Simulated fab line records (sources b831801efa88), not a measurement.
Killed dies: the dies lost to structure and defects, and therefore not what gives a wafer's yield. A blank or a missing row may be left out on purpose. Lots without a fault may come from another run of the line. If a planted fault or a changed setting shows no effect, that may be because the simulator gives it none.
Commonality check across tools    flow gf180mcu    Sample size 11 lots and 33 wafers

## REASON IT WAS OPENED
At GF_NSD_TW_MEAS_12 the reading NSD_TW is flagged on 3 of 11 lots. Wafers without a fault read 4250, standard deviation 41.
Rule: a lot is flagged when every wafer of it that has a number lies more than 4 standard deviations from that mean, or none has a number. The rest of the lots are taken to be sound.

lot   measured      on             NSD_TW, wafer by wafer  flag
L467  day 13 23:45  film metro-01  4203 4195 4194          
L468  day 14 06:44  film metro-04  4267 4239 4254          
L471  day 15 05:50  film metro-02  4314 4331 4289          
L472  day 15 08:40  film metro-04  4277 4278 4266          
L473  day 15 20:09  film metro-02  4296 4276 4280          
L474  day 16 02:26  film metro-02  4300 4268 4282          
L475  day 16 07:32  film metro-01  4178 4164 4173          
L476  day 16 14:29  film metro-04  4254 4262 4288          
L483  day 19 04:19  film metro-04  4827 4823 4845          FLAGGED
L484  day 19 13:52  film metro-02  4899 4867 4869          FLAGGED
L485  day 19 23:32  film metro-02  4897 4850 4857          FLAGGED
Average over the flagged lots: 4859; offset from the usual +609, equal to +15 standard deviations.

## EACH LOT AND THE TOOL IT RAN ON
3 process steps preceding the reading are held in the record, out of 602 steps in the route. Every cell lists first the tool, next ch and the chambers used by the sampled wafers, and last the start.
lot   flag     GF_POLY_GATE_STRIP_14                 GF_NSD_IMPLANT_09                GF_NSD_STRIP_11
L467           plasma asher-04 ch 0,1, day 9 15:31   implanter-04 ch 0, day 13 23:21  plasma asher-04 ch 0,1, day 13 23:39
L468           plasma asher-03 ch 0,1, day 10 00:23  implanter-04 ch 0, day 14 06:22  plasma asher-01 ch 0,1, day 14 06:38
L471           plasma asher-02 ch 0,1, day 10 18:51  implanter-04 ch 0, day 15 05:26  plasma asher-04 ch 0,1, day 15 05:44
L472           plasma asher-04 ch 0,1, day 10 23:34  implanter-01 ch 0, day 15 08:18  plasma asher-04 ch 0,1, day 15 08:35
L473           plasma asher-04 ch 0,1, day 11 08:58  implanter-01 ch 0, day 15 19:45  plasma asher-01 ch 0,1, day 15 20:03
L474           plasma asher-04 ch 0,1, day 11 13:07  implanter-04 ch 0, day 16 02:02  plasma asher-01 ch 0,1, day 16 02:20
L475           plasma asher-02 ch 0,1, day 11 17:54  implanter-01 ch 0, day 16 07:10  plasma asher-01 ch 0,1, day 16 07:26
L476           plasma asher-03 ch 0,1, day 12 02:02  implanter-01 ch 0, day 16 14:05  plasma asher-01 ch 0,1, day 16 14:23
L483  FLAGGED  plasma asher-03 ch 0,1, day 14 04:14  implanter-01 ch 0, day 19 03:55  plasma asher-04 ch 0,1, day 19 04:13
L484  FLAGGED  plasma asher-04 ch 0,1, day 14 11:15  implanter-03 ch 0, day 19 13:30  plasma asher-01 ch 0,1, day 19 13:47
L485  FLAGGED  plasma asher-02 ch 0,1, day 14 20:37  implanter-03 ch 0, day 19 23:10  plasma asher-01 ch 0,1, day 19 23:26
What the steps here do:
- GF_POLY_GATE_STRIP_14: strips in O2/N2.
- GF_NSD_IMPLANT_09
- GF_NSD_STRIP_11: strips in O2/N2.
- GF_NSD_TW_MEAS_12

## FLAGGED OVER TOTAL, TOOL BY TOOL (the gauges that took the reading come last)
step                   tool             lots run  flagged  share of the flagged lots  sound lots run after its first flagged lot
GF_POLY_GATE_STRIP_14  plasma asher-02  3         1        some                       0
GF_POLY_GATE_STRIP_14  plasma asher-03  3         1        some                       0
GF_POLY_GATE_STRIP_14  plasma asher-04  5         1        some                       0
GF_NSD_IMPLANT_09      implanter-01     5         1        some                       0
GF_NSD_IMPLANT_09      implanter-03     2         2        some                       0
GF_NSD_IMPLANT_09      implanter-04     4         0        none                       -
GF_NSD_STRIP_11        plasma asher-01  7         2        some                       0
GF_NSD_STRIP_11        plasma asher-04  4         1        some                       0
GF_NSD_TW_MEAS_12      film metro-01    2         0        none                       -
GF_NSD_TW_MEAS_12      film metro-02    5         2        some                       0
GF_NSD_TW_MEAS_12      film metro-04    4         1        some                       0

## WHAT IS ALLOWED BY THE TABLE
No row of the table ran every flagged lot.

## WHAT WAS PUT IN BY THE SIMULATOR
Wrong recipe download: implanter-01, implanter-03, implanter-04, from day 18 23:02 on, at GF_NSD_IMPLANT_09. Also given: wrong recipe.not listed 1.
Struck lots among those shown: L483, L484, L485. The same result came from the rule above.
